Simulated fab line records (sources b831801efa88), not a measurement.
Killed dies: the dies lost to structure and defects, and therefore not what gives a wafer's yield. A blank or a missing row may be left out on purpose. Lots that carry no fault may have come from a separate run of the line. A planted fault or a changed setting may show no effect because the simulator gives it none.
fab line records ; flow sky130
[record] lots = 5; wafers = 15; last-day = 50
route steps=708 shown METAL5@680 PASSIVATION@681 PAD_OPEN@694
lots that met no fault: from a run of the same line without faults
start-h: hours from the record's first day to the start of the lot's first wafer shown ; wait-h: how many hours have passed since the lot's step before this one ; " repeats the value in the row above ; L1.1+2: several wafers, shown together as one row ; - no value, or no start given ; * or withheld: withheld ; < > ~ a bound
route shown NAME@n: NAME is a module with steps in the file, n the number in the route of the first one ; usual: mean/standard deviation of fault-free wafers ; same: alike in all rows ; chamber/n: place in a boat ; sites: readings site by site ; _std_site: the values' standard deviation ; _edge_site: the outer-site mean with the inner-site mean subtracted ; radius-mm: how far each site lies from the wafer's centre ; mask NAME#n: copy n ; behind: the tool/chamber that last shaped the wafer ; hold: what put the lot on hold/how long, in hours/how the hold closed ; device: which transistor (n, p or np) failed to switch ; end of line: at the end of the route, the tests of the same wafers ; for a step that has no rows: nothing shown but its recipe ; killed: not the wafer's yield, but the dies lost to structure and defects at the first sort ; map: a wafer's dies, marking killed ones x, the rest . and places with no die _
set.NAME: the setting as run; set.NAME@STEP: as run at that earlier step ; model.NAME: the simulator's own value behind a step, which no gauge read
lots seen at some steps along the route; tables by step, rows by wafer
services: when a tool's chamber went out of use (start-h, in hours from the record's first day, below 0 if earlier), for how many hours, and the reason
[[steps]]
[step SKY_METAL5_CLEAN_19]
[recipe] chemistry = O3/DIW; dry = n2-spin
[step SKY_PASSIVATION_CVD_00]
[recipe] material = SiO2; target-thk-nm = 90; temp-c = 400; time-s = withheld; rf-w = 600
[usual] heater-power-w = 684/90
lot.wafer;tool;chamber;start-h;wait-h;heater-power-w
L691.1;pecvd-01;2;1028.30;0.0;725
L691.3;pecvd-01;2;1028.30;0.0;723
L691.5;pecvd-01;2;1028.30;0.0;739
L695.2;pecvd-01;0;1059.42;0.0;671
L695.4;pecvd-01;0;1059.42;0.0;660
L695.6;pecvd-01;1;1059.42;0.0;779
L702.1;pecvd-02;0;1097.53;0.0;832
L702.4;pecvd-02;2;1097.53;0.0;704
L702.6;pecvd-02;0;1097.53;0.0;843
L707.1;pecvd-02;0;1136.74;0.0;862
L707.4;pecvd-02;1;1136.74;0.0;614
L707.6;pecvd-02;0;1136.74;0.0;839
L711.1;pecvd-03;2;1153.32;0.0;643
L711.4;pecvd-03;2;1153.32;0.0;646
L711.6;pecvd-03;1;1153.32;0.0;793
[step SKY_PASSIVATION_THK_MEAS_01]
[recipe] reads = SiO2_of_PASSIVATION_CVD_00
[usual] PASSIVATION_CVD_00_THK = 90.0/1
lot.wafer;tool;chamber;start-h;wait-h;PASSIVATION_CVD_00_THK[nm]
L691.1;film-metro-01;-;1028.33;-;89.6
L691.3;film-metro-01;-;1028.33;-;92.1
L691.5;film-metro-01;-;1028.33;-;91.9
L695.2;film-metro-02;-;1059.45;-;89.4
L695.4;film-metro-02;-;1059.45;-;91.9
L695.6;film-metro-02;-;1059.45;-;91.0
L702.1;film-metro-02;-;1097.55;-;88.7
L702.4;film-metro-02;-;1097.55;-;88.3
L702.6;film-metro-02;-;1097.55;-;90.1
L707.1;film-metro-01;-;1136.76;-;89.8
L707.4;film-metro-01;-;1136.76;-;92.3
L707.6;film-metro-01;-;1136.76;-;91.8
L711.1;film-metro-01;-;1153.34;-;89.2
L711.4;film-metro-01;-;1153.34;-;89.6
L711.6;film-metro-01;-;1153.34;-;90.4
[step SKY_PASSIVATION_CVD_02]
[recipe] material = Si3N4; target-thk-nm = 540; temp-c = 400; time-s = withheld; rf-w = 450
[usual] heater-power-w = 730/94
lot.wafer;tool;chamber;start-h;wait-h;heater-power-w
L691.1;pecvd-03;2;1028.39;0.1;595
L691.3;pecvd-03;0;1028.39;0.1;562
L691.5;pecvd-03;2;1028.39;0.1;626
L695.2;pecvd-02;0;1059.50;0.0;792
L695.4;pecvd-02;1;1059.50;0.0;705
L695.6;pecvd-02;2;1059.50;0.0;696
L702.1;pecvd-01;2;1097.61;0.1;692
L702.4;pecvd-01;0;1097.61;0.1;819
L702.6;pecvd-01;2;1097.61;0.1;726
L707.1;pecvd-03;2;1136.82;0.1;672
L707.4;pecvd-03;1;1136.82;0.1;779
L707.6;pecvd-03;2;1136.82;0.1;697
L711.1;pecvd-02;0;1153.40;0.1;898
L711.4;pecvd-02;1;1153.40;0.1;684
L711.6;pecvd-02;0;1153.40;0.1;914
[step SKY_PASSIVATION_THK_MEAS_03]
[recipe] reads = Si3N4_of_PASSIVATION_CVD_02
[usual] PASSIVATION_CVD_02_THK = 538/6.8
lot.wafer;tool;chamber;start-h;wait-h;PASSIVATION_CVD_02_THK[nm]
L691.1;film-metro-04;-;1028.62;-;540
L691.3;film-metro-04;-;1028.62;-;544
L691.5;film-metro-04;-;1028.62;-;545
L695.2;film-metro-01;-;1059.74;-;532
L695.4;film-metro-01;-;1059.74;-;532
L695.6;film-metro-01;-;1059.74;-;541
L702.1;film-metro-04;-;1097.84;-;537
L702.4;film-metro-04;-;1097.84;-;546
L702.6;film-metro-04;-;1097.84;-;542
L707.1;film-metro-04;-;1137.04;-;527
L707.4;film-metro-04;-;1137.04;-;537
L707.6;film-metro-04;-;1137.04;-;536
L711.1;film-metro-01;-;1153.62;-;534
L711.4;film-metro-01;-;1153.62;-;534
L711.6;film-metro-01;-;1153.62;-;538
[step SKY_PASSIVATION_DEHYDRATE_04]
[recipe] temp-c = 200; time-s = 60
[step SKY_PASSIVATION_HMDS_05]
[recipe] prime-time-s = 60; prime-temp-c = 120
[step SKY_PASSIVATION_COAT_06]
[recipe] spin-rpm = 2000; resist-thk-nm = 3000
[step SKY_PASSIVATION_SOFTBAKE_07]
[recipe] temp-c = 110; time-s = withheld
[step SKY_PASSIVATION_EXPOSE_08]
[recipe] mask-id = NSM; target-cd-nm = 3000; na = 0.57; dose-mj = 260
[step SKY_PASSIVATION_PEB_09]
[recipe] temp-c = 115; time-s = withheld
[step SKY_PASSIVATION_DEVELOP_10]
[recipe] develop-time-s = 60; dev-temp-c = 23
[step SKY_PASSIVATION_ETCH_11]
[recipe] chemistry = CF4/O2; target-depth-nm = 725; stop-on = AlCu; source-w = 800; bias-w = 150; pressure-mtorr = 150; cf4-flow-sccm = 80; O2_flow_sccm = 10; time-s = 161.1
[usual] cf4-flow-sccm = 79.97/0.23; drypump-motor-current-A = 5.7/0.4; oes-product-au = 0.977/0.0068; throttle-valve-pct = 5.964/0.0089
lot.wafer;tool;chamber;start-h;wait-h;cf4-flow-sccm;drypump-motor-current-A;oes-product-au;rf-hours-counter-h;throttle-valve-pct
L691.1;rie-diel-03;0;1050.70;-;80.05;6.1;0.975;15;5.969
L691.3;rie-diel-03;2;1050.70;-;79.95;5.5;0.983;24;5.961
L691.5;rie-diel-03;2;1050.70;-;79.80;5.5;0.981;-;5.958
L695.2;rie-diel-04;1;1080.82;-;80.01;6.4;0.976;14;5.972
L695.4;rie-diel-04;0;1080.82;-;79.80;6.6;0.978;18;5.948
L695.6;rie-diel-04;2;1080.82;-;80.03;5.4;0.980;-;5.973
L702.1;rie-diel-04;2;1118.39;-;79.48;5.4;0.982;21;5.976
L702.4;rie-diel-04;3;1118.39;-;80.56;5.3;0.980;15;5.963
L702.6;rie-diel-04;2;1118.39;-;80.07;5.4;0.969;-;5.970
L707.1;rie-diel-03;0;1155.14;-;80.22;6.1;0.973;19;5.972
L707.4;rie-diel-03;3;1155.14;-;79.58;5.6;0.977;28;5.969
L707.6;rie-diel-03;2;1155.14;-;79.57;5.5;0.983;-;5.971
L711.1;rie-diel-01;0;1170.59;-;80.44;5.9;0.960;14;5.988
L711.4;rie-diel-01;3;1170.59;-;79.99;6.2;0.972;0;5.963
L711.6;rie-diel-01;0;1170.59;-;80.17;5.9;0.980;-;5.945
[step SKY_PASSIVATION_STRIP_12]
[recipe] chemistry = O2/N2; power-w = 1400; pressure-mtorr = 1500; platen-temp-c = withheld; overash-fraction = 0.7; o2-flow-sccm = 3000; n2-flow-sccm = 300
[usual] drypump-motor-current-A = 5.8/0.44; oes-product-au = 0.661/0.0051; strip-time-to-endpoint-s = 31.56/0.13
lot.wafer;tool;chamber;start-h;wait-h;drypump-motor-current-A;oes-product-au;rf-hours-counter-h;strip-time-to-endpoint-s
L691.1;plasma-asher-02;1;1050.80;0.1;6.1;0.662;95;31.49
L691.3;plasma-asher-02;0;1050.80;0.1;5.8;0.665;-;31.35
L691.5;plasma-asher-02;0;1050.80;0.1;5.7;0.661;-;31.35
L695.2;plasma-asher-03;0;1080.93;0.1;5.6;0.659;35;31.71
L695.4;plasma-asher-03;0;1080.93;0.1;5.6;0.664;-;31.62
L695.6;plasma-asher-03;0;1080.93;0.1;5.6;0.657;-;31.79
L702.1;plasma-asher-02;1;1118.50;0.1;6.0;0.668;102;31.60
L702.4;plasma-asher-02;1;1118.50;0.1;6.0;0.655;-;31.55
L702.6;plasma-asher-02;1;1118.50;0.1;6.0;0.655;-;31.63
L707.1;plasma-asher-04;1;1155.25;0.1;4.9;0.664;72;31.43
L707.4;plasma-asher-04;0;1155.25;0.1;5.8;0.658;-;31.58
L707.6;plasma-asher-04;1;1155.25;0.1;4.9;0.664;-;31.61
L711.1;plasma-asher-02;0;1170.70;0.1;5.8;0.665;106;31.52
L711.4;plasma-asher-02;0;1170.70;0.1;5.8;0.652;-;31.52
L711.6;plasma-asher-02;0;1170.70;0.1;5.8;0.665;-;31.52
[step SKY_PAD_OPEN_DEHYDRATE_00]
[recipe] temp-c = 200; time-s = 60
[step SKY_PAD_OPEN_HMDS_01]
[recipe] prime-time-s = 60; prime-temp-c = 120
[step SKY_PAD_OPEN_COAT_02]
[recipe] spin-rpm = 2000; resist-thk-nm = 3000
[step SKY_PAD_OPEN_SOFTBAKE_03]
[recipe] temp-c = 110; time-s = withheld
[step SKY_PAD_OPEN_EXPOSE_04]
[recipe] mask-id = PDM; target-cd-nm = 60000; na = 0.57; dose-mj = 260
[step SKY_PAD_OPEN_PEB_05]
[recipe] temp-c = 115; time-s = withheld
[step SKY_PAD_OPEN_DEVELOP_06]
[recipe] develop-time-s = 60; dev-temp-c = 23
[step SKY_PAD_OPEN_ETCH_07]
[recipe] chemistry = CF4/O2; target-depth-nm = 725; stop-on = AlCu; source-w = 817.4; bias-w = 150; pressure-mtorr = 150; cf4-flow-sccm = 80; O2_flow_sccm = 10; time-s = 161.1
[usual] cf4-flow-sccm = 80.00/0.22; drypump-motor-current-A = 5.79/0.29; oes-product-au = 0.979/0.0072; throttle-valve-pct = 5.964/0.0094
lot.wafer;tool;chamber;start-h;wait-h;cf4-flow-sccm;drypump-motor-current-A;oes-product-au;rf-hours-counter-h;throttle-valve-pct
L691.1;rie-diel-01;1;1072.15;-;79.54;5.58;0.976;10;5.968
L691.3;rie-diel-01;2;1072.15;-;79.98;5.54;0.983;22;5.966
L691.5;rie-diel-01;1;1072.15;-;80.05;5.56;0.986;-;5.959
L695.2;rie-diel-01;0;1100.42;-;80.01;5.98;0.972;11;5.948
L695.4;rie-diel-01;3;1100.42;-;80.11;6.23;0.967;26;5.963
L695.6;rie-diel-01;0;1100.42;-;80.17;5.92;0.978;-;5.960
L702.1;rie-diel-02;0;1136.71;-;79.97;6.27;0.974;16;5.968
L702.4;rie-diel-02;2;1136.71;-;80.02;5.83;0.977;18;5.957
L702.6;rie-diel-02;1;1136.71;-;80.16;5.74;0.976;-;5.967
L707.1;rie-diel-01;2;1172.41;-;79.75;5.54;0.962;26;5.946
L707.4;rie-diel-01;1;1172.41;-;79.81;5.59;0.987;13;5.962
L707.6;rie-diel-01;3;1172.41;-;79.89;6.19;0.976;-;5.951
L711.1;rie-diel-03;3;1186.36;-;79.89;5.65;0.983;29;5.972
L711.4;rie-diel-03;1;1186.36;-;80.07;5.11;0.966;21;5.972
L711.6;rie-diel-03;0;1186.36;-;79.71;6.08;0.973;-;5.954
[step SKY_PAD_OPEN_STRIP_08]
[recipe] chemistry = O2/N2; power-w = 1400; pressure-mtorr = 1500; platen-temp-c = withheld; overash-fraction = 0.7; o2-flow-sccm = 3000; n2-flow-sccm = 300
[usual] drypump-motor-current-A = 5.7/0.42; oes-product-au = 0.663/0.0044
lot.wafer;tool;chamber;start-h;wait-h;drypump-motor-current-A;oes-product-au;rf-hours-counter-h
L691.1;plasma-asher-04;1;1072.26;0.1;4.9;0.665;64
L691.3;plasma-asher-04;0;1072.26;0.1;5.8;0.669;-
L691.5;plasma-asher-04;0;1072.26;0.1;5.8;0.662;-
L695.2;plasma-asher-04;0;1100.53;0.1;5.8;0.663;66
L695.4;plasma-asher-04;0;1100.53;0.1;5.8;0.662;-
L695.6;plasma-asher-04;0;1100.53;0.1;5.8;0.667;-
L702.1;plasma-asher-01;0;1136.81;0.1;6.2;0.660;7
L702.4;plasma-asher-01;1;1136.81;0.1;5.6;0.664;-
L702.6;plasma-asher-01;0;1136.81;0.1;6.2;0.669;-
L707.1;plasma-asher-01;0;1172.51;0.1;6.2;0.660;11
L707.4;plasma-asher-01;0;1172.51;0.1;6.2;0.669;-
L707.6;plasma-asher-01;1;1172.51;0.1;5.6;0.662;-
L711.1;plasma-asher-04;1;1186.46;0.1;4.9;0.664;75
L711.4;plasma-asher-04;0;1186.46;0.1;5.8;0.660;-
L711.6;plasma-asher-04;1;1186.46;0.1;4.9;0.664;-
[step SKY_PAD_OPEN_STRIP_09]
[recipe] chemistry = post-etch-residue-remover; time-s = 1200; temp-c = 72.5
[step SKY_PAD_OPEN_CLEAN_10]
[recipe] chemistry = IPA; time-s = 180; temp-c = 25
[step SKY_PAD_OPEN_CLEAN_11]
[recipe] chemistry = O3/DIW; dry = n2-spin
[step SKY_PAD_OPEN_ANNEAL_12]
[recipe] temp-c = 401.9; time-s = withheld; ambient = N2/H2; idle-temp-c = 300; ramp-up-c-per-min = 8; ramp-down-c-per-min = 4
[step SKY_PAD_OPEN_BOW_MEAS_13]
[recipe] mode = bow
[usual] PAD_OPEN_BOW = 46/8.5
lot.wafer;tool;chamber;start-h;wait-h;PAD_OPEN_BOW[um]
L691.1;film-metro-01;-;1074.35;-;51
L691.3;film-metro-01;-;1074.35;-;43
L691.5;film-metro-01;-;1074.35;-;55
L695.2;film-metro-04;-;1102.77;-;31
L695.4;film-metro-04;-;1102.77;-;40
L695.6;film-metro-04;-;1102.77;-;48
L702.1;film-metro-04;-;1139.14;-;33
L702.4;film-metro-04;-;1139.14;-;41
L702.6;film-metro-04;-;1139.14;-;32
L707.1;film-metro-01;-;1174.76;-;37
L707.4;film-metro-01;-;1174.76;-;38
L707.6;film-metro-01;-;1174.76;-;56
L711.1;film-metro-03;-;1188.55;-;42
L711.4;film-metro-03;-;1188.55;-;54
L711.6;film-metro-03;-;1188.55;-;45
[step SKY_PAD_OPEN_PROBE_99]
[usual] defect-limited-yield = 81.9/1.9; killed_at_M0_to_M3 = 45/7.9; killed_at_M4_up = 2.9/1.8; killed-at-contacts = 25/5.5; killed-at-front-end = 16/4.4; killed-at-other = 0.3/0.58; killed-dies = 89/9.4; killed-on-rim = 18/3.9; killed-open = 49/6.8; killed-short = 40/6.3; sort_bin_3_pad_short = 0.9/0.41; sort_bin_5_function = 10.8/1.5; sort_bin_6_memory = 6.4/1.2; sort-n-pass = 403/9.4; sort-yield-pct = 81.9/1.9
[same] gross-dies = 492; killed-at-back-side = 0; sort_bin_4_leakage[%] = 0; sort_bin_8_speed[%] = 0
lot.wafer;tool;chamber;start-h;wait-h;defect-limited-yield[%];killed_at_M0_to_M3;killed_at_M4_up;killed-at-contacts;killed-at-front-end;killed-at-other;killed-dies;killed-on-rim;killed-open;killed-short;sort_bin_3_pad_short[%];sort_bin_5_function[%];sort_bin_6_memory[%];sort-n-pass;sort-yield-pct[%];model.etest.tester.sort-n-pass;model.etest.tester.sort-yield-pct;model.etest.tester.sort_bin_5_pct;model.etest.tester.sort_bin_3_pct
L691.1;prober-02;-;1074.47;0.1;81.5;43;4;24;20;0;91;20;47;43;1.6;11.2;5.7;401;81.5;401;81.5;11.18;1.626
L691.3;prober-02;-;1074.57;0.2;83.7;36;7;27;10;0;80;16;41;39;0.6;10.8;4.9;412;83.7;412;83.74;10.77;0.6098
L691.5;prober-02;-;1074.67;0.2;83.5;32;7;24;18;0;81;15;43;38;0.4;11.6;4.5;411;83.5;411;83.54;11.59;0.4065
L695.2;prober-02;-;1102.92;0.1;81.3;49;5;27;11;0;92;23;54;38;0.8;10.2;7.7;400;81.3;400;81.3;10.16;0.813
L695.4;prober-02;-;1103.02;0.2;83.9;39;6;26;8;0;79;17;43;36;0.4;10.2;5.5;413;83.9;413;83.94;10.16;0.4065
L695.6;prober-02;-;1103.12;0.2;84.1;37;1;15;25;0;78;20;41;37;0.6;8.9;6.3;414;84.1;414;84.15;8.943;0.6098
L702.1;prober-02;-;1139.26;0.1;83.1;45;1;21;16;0;83;19;48;34;0.6;9.6;6.7;409;83.1;409;83.13;9.553;0.6098
L702.4;prober-02;-;1139.41;0.2;77.6;37;2;27;17;27;110;31;50;34;1.8;14.4;6.1;382;77.6;382;77.64;14.43;1.829
L702.6;prober-02;-;1139.51;0.2;82.3;48;5;19;14;1;87;13;42;45;1.2;10.4;6.1;405;82.3;405;82.32;10.37;1.22
L707.1;prober-01;-;1174.88;0.1;76.4;50;2;36;28;0;116;22;62;53;1.2;12.4;10.0;376;76.4;376;76.42;12.4;1.22
L707.4;prober-01;-;1175.03;0.2;79.7;45;1;35;19;0;100;21;60;40;0.8;11.2;8.3;392;79.7;392;79.67;11.18;0.813
L707.6;prober-01;-;1175.13;0.2;80.7;41;2;33;19;0;95;20;52;43;1.0;11.2;7.1;397;80.7;397;80.69;11.18;1.016
L711.1;prober-01;-;1188.67;0.1;81.7;51;4;27;8;0;90;29;47;43;0.4;10.8;7.1;402;81.7;402;81.71;10.77;0.4065
L711.4;prober-01;-;1188.82;0.2;79.3;54;5;26;17;0;102;22;56;46;1.2;10.0;9.6;390;79.3;390;79.27;9.959;1.22
L711.6;prober-01;-;1188.92;0.2;78.7;53;3;29;20;0;105;18;57;48;0.8;12.8;7.7;387;78.7;387;78.66;12.8;0.813
// killed by level:class
L691.1 LI_CONTACT:geometric-particle:open=10 METAL1:geometric-particle:short=7 VIA3:geometric-particle:open=7 POLY_GATE:geometric-particle:open=6 VIA1:geometric-particle:short=6 VIA1:geometric-particle:open=6 POLY_GATE:geometric-particle:short=5 LOCAL_INTERCONNECT:geometric-particle:short=4
L691.3 VIA3:geometric-particle:open=9 LI_CONTACT:geometric-particle:open=8 VIA1:geometric-particle:open=7 LI_CONTACT:geometric-particle:short=5 CONTACT:geometric-particle:short=5 CONTACT:geometric-particle:open=5 METAL1:geometric-particle:short=5 METAL4:geometric-particle:short=5
L691.5 CONTACT:geometric-particle:open=9 VIA1:geometric-particle:open=8 FIELD_ISO:geometric-particle:open=6 LI_CONTACT:geometric-particle:open=5 METAL2:geometric-particle:short=5 POLY_GATE:geometric-particle:short=4 LI_CONTACT:geometric-particle:short=4 CONTACT:geometric-particle:short=4
L695.2 CONTACT:geometric-particle:open=13 VIA2:geometric-particle:open=13 VIA1:geometric-particle:open=6 LOCAL_INTERCONNECT:geometric-particle:short=5 VIA2:geometric-particle:short=5 VIA3:geometric-particle:open=5 POLY_GATE:geometric-particle:open=4 METAL3:geometric-particle:short=4
L695.4 VIA2:geometric-particle:open=9 VIA1:geometric-particle:open=8 CONTACT:geometric-particle:open=8 CONTACT:geometric-particle:short=7 METAL1:geometric-particle:short=5 VIA3:geometric-particle:open=5 METAL4:geometric-particle:short=5 LOCAL_INTERCONNECT:geometric-particle:short=4
L695.6 METAL2:geometric-particle:short=10 CONTACT:geometric-particle:open=8 FIELD_ISO:geometric-particle:open=7 VIA1:geometric-particle:open=7 POLY_GATE:geometric-particle:short=4 POLY_GATE:geometric-particle:open=4 SPACER:geometric-particle:short=4 VIA3:geometric-particle:short=4
L702.1 VIA1:geometric-particle:open=11 METAL2:geometric-particle:short=10 CONTACT:geometric-particle:open=9 LI_CONTACT:geometric-particle:open=7 VIA3:geometric-particle:open=6 POLY_GATE:geometric-particle:short=4 VIA2:geometric-particle:open=4 VIA1:geometric-particle:short=4
L702.4 PASSIVATION:unspecified=26 VIA1:geometric-particle:open=9 LI_CONTACT:geometric-particle:open=9 CONTACT:geometric-particle:open=7 FIELD_ISO:geometric-particle:open=5 CONTACT:geometric-particle:short=5 VIA2:geometric-particle:open=4 POLY_GATE:geometric-particle:short=4
L702.6 VIA3:geometric-particle:open=10 CONTACT:geometric-particle:open=8 METAL1:geometric-particle:short=8 VIA1:geometric-particle:open=8 VIA1:geometric-particle:short=7 FIELD_ISO:geometric-particle:short=6 METAL2:geometric-particle:short=5 VIA2:geometric-particle:open=5
L707.1 VIA3:geometric-particle:open=10 LI_CONTACT:geometric-particle:open=10 VIA1:geometric-particle:open=10 CONTACT:geometric-particle:open=10 CONTACT:geometric-particle:short=7 POLY_GATE:geometric-particle:open=6 POLY_GATE:geometric-particle:short=6 VIA1:geometric-particle:short=6
L707.4 LI_CONTACT:geometric-particle:open=12 CONTACT:geometric-particle:open=12 VIA1:geometric-particle:open=10 POLY_GATE:geometric-particle:open=6 METAL2:geometric-particle:short=6 METAL1:geometric-particle:short=5 VIA2:geometric-particle:open=5 VIA3:geometric-particle:open=5
L707.6 CONTACT:geometric-particle:open=12 LI_CONTACT:geometric-particle:open=8 VIA2:geometric-particle:open=7 METAL1:geometric-particle:short=7 VIA1:geometric-particle:open=7 FIELD_ISO:geometric-particle:short=6 FIELD_ISO:geometric-particle:open=5 LOCAL_INTERCONNECT:geometric-particle:short=5
L711.1 CONTACT:geometric-particle:open=11 METAL2:geometric-particle:short=10 VIA1:geometric-particle:open=8 LOCAL_INTERCONNECT:geometric-particle:short=6 VIA2:geometric-particle:short=5 LI_CONTACT:geometric-particle:open=5 CONTACT:geometric-particle:short=5 METAL1:geometric-particle:short=5
L711.4 CONTACT:geometric-particle:open=14 VIA1:geometric-particle:open=13 METAL2:geometric-particle:short=10 LI_CONTACT:geometric-particle:open=8 POLY_GATE:geometric-particle:short=5 METAL1:geometric-particle:short=5 VIA2:geometric-particle:open=5 VIA3:geometric-particle:open=5
L711.6 VIA1:geometric-particle:open=16 LI_CONTACT:geometric-particle:open=9 METAL1:geometric-particle:short=9 CONTACT:geometric-particle:open=9 METAL2:geometric-particle:short=7 POLY_GATE:geometric-particle:short=6 VIA2:geometric-particle:open=6 LOCAL_INTERCONNECT:geometric-particle:short=5
// map L702.4 (x killed, . not)
__________...x......_________
________.............._______
______...............x.x_____
_____.x..x......xx..xx..x____
____x..x......xx...x...x..___
___.x...xx...............x.__
__...................x......_
_x...x............x.xx.....x.
_.....x..x.x.xx........x.....
_.x...x.................x....
_...xx......x...........x....
_.........x...x.....x.......x
_x.................x.x.....xx
_...x...xx..x...x...x....x...
_........x.....x...xx.....x..
__......x.....x.x..xxx...x.._
___........x......x......x.__
____x...xxxxx.............___
_____x.xxxx.xx.x.......xx____
______xxxxxxx..xx.....x._____
________xxxxxx.x...x.x_______
__________xxxx......_________
// map L695.2 (x killed, . not)
__________.x.x......_________
________......x......._______
______....x..x.......x.x_____
_____....x....x.......x.x____
____x...x.................___
___........x..........x....__
__....x.xx.x.x...x.x.......x_
_.x..x.x..................xx.
_.........x.......xx.x.....x.
_...........x.....x...xx.x...
_...xx..............xx...x.x.
_.x.......x.x.x.x.....xx.....
_.x........x.....x..........x
_.x.......x.x.xx...x....x....
_.x.x......x......x......x..x
__........x....x...x.x.x..xx_
___...x................x.x.__
____x..........x.......x..___
_____.x...x.........x....____
______.x........x..x...x_____
________.x...........x_______
__________.......x.x_________
[[services]]
tool;chamber;start-h;hours;kind
plasma-asher-02;-;1004.51;6.5;repair
rie-diel-01;2;1009.53;18.0;repair
rie-diel-04;0;1009.69;4.9;repair
rie-diel-03;-;1011.12;0.2;repair
plasma-asher-01;-;1014.94;0.6;repair
pecvd-03;1;1032.75;4.5;repair
plasma-asher-01;-;1033.46;2.8;pm
rie-diel-01;1;1033.77;5.8;repair
plasma-asher-01;-;1040.23;4.3;pm
rie-diel-04;2;1052.84;2.4;repair
plasma-asher-01;-;1055.25;9.0;pm
rie-diel-04;-;1061.96;0.6;repair
rie-diel-02;1;1076.30;5.8;repair
pecvd-03;-;1084.99;6.0;pm
rie-diel-03;2;1088.10;1.3;repair
rie-diel-01;3;1096.01;2.4;repair
pecvd-02;0;1106.08;10.8;repair
plasma-asher-03;-;1110.74;3.6;repair
pecvd-03;-;1111.00;0.5;repair
pecvd-02;-;1131.78;2.4;repair
rie-diel-04;0;1157.48;2.4;repair
plasma-asher-02;-;1159.88;2.8;pm
plasma-asher-04;-;1177.89;0.5;repair
rie-diel-01;-;1181.52;1.6;repair
[[key]]
[first-sign] step = SKY_PAD_OPEN_PROBE_99; reading = killed-at-other; direction = up; sigmas = 27; usual = 0.3; struck = 27
[effect] step = SKY_PAD_OPEN_PROBE_99; reading = killed-on-rim; direction = up; sigmas = 3.4; usual = 18; struck = 31
[model-effect] step = SKY_PAD_OPEN_PROBE_99; value = etest.tester.sort-n-pass; without = 403; struck = 382
met-at SKY_PASSIVATION_ETCH_11
struck-wafers L702.4
[fault] kind = chamber-particle-source; tool = rie-diel-04; chamber = 3; onset-h = 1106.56; steps = SKY_PASSIVATION_ETCH_11; rate-per-visit-cm2 = 0.45204; end-h = 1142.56
